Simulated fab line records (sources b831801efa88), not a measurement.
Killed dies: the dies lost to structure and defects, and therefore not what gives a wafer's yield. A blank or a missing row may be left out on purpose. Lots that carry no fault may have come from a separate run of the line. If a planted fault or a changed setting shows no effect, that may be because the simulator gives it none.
One fault through the eyes of 2 desks || flow sky130 || each desk holds nothing but its own numbers, with what lay behind them at the end

## FROM THE METROLOGY DESK
Means of the sampled wafers that have a number, per lot and without regard to the tool the lot ran on: this is what the gauges read. A lot is out of limits, marked OUT, if its mean lies more than 4 standard deviations from the usual mean; the brackets give that distance.
Columns: A = VT_ADJUST_LVTN_OVL at SKY_VT_ADJUST_LVTN_OVL_MEAS_07, usual 0.7 nm; B = VT_ADJUST_LVTN_TW at SKY_VT_ADJUST_LVTN_TW_MEAS_10, usual 243; C = VT_ADJUST_LVTN_01_OVL at SKY_VT_ADJUST_LVTN_OVL_MEAS_18, usual 0.2 nm
{"lot": "L910", "first seen here": "day 8 05:39", "A": -0.9, "B": 245, "C": 1.2}
{"lot": "L917", "first seen here": "day 10 01:36", "A": -1.0, "B": 241, "C": 0.4}
{"lot": "L921", "first seen here": "day 11 06:57", "A": -0.5, "B": 241, "C": -1.0}
{"lot": "L922", "first seen here": "day 11 13:07", "A": 0.2, "B": 247, "C": 2.7}
{"lot": "L923", "first seen here": "day 11 21:12", "A": 0.5, "B": 237, "C": -1.4}
{"lot": "L926", "first seen here": "day 12 16:46", "A": 0.9, "B": 246, "C": -0.5}
Result from this desk: across the 6 lots, nothing is out of limits.

## THE TOOL OWNER'S DESK: litho_track-03
The tool's own readings at SKY_VT_ADJUST_LVTN_DEVELOP_17 (develop time 62.06 s): means of the sampled wafers that have a number, for each lot that ran on this tool. A lot is out of limits, marked OUT, if its mean lies more than 4 standard deviations from the usual mean; the brackets give that distance.
Columns: A = developer_temp_C at SKY_VT_ADJUST_LVTN_DEVELOP_17, usual 22.97 C
{"lot": "L917", "first seen here": "day 10 23:57", "A": 23.02}
{"lot": "L922", "first seen here": "day 12 13:25", "A": "25.49 (+27) OUT"}
{"lot": "L923", "first seen here": "day 12 22:00", "A": "25.28 (+25) OUT"}
Finding of this desk: L922, L923 out of limits; the first was L922 at day 12 13:25, on developer_temp_C at SKY_VT_ADJUST_LVTN_DEVELOP_17. L917 stayed within limits.

## BROUGHT TOGETHER
The tool owner's desk had the chance to raise an alarm at day 12 13:25 on L922, L923.
Metrology desk: nothing out of limits seen.
The metrology desk holds a record of L922, L923, inside its limits.
Every lot named ran SKY_VT_ADJUST_LVTN_DEVELOP_17 on litho_track-03.

## WHAT HAD BEEN PUT IN BY THE SIMULATOR
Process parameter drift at SKY_VT_ADJUST_LVTN_DEVELOP_17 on litho_track-03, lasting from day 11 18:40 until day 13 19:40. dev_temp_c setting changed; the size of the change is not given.
Struck lots among those shown: L922, L923.
How many hours passed from the start of the fault until each desk's first out-of-limits reading: the tool owner's desk, 19.
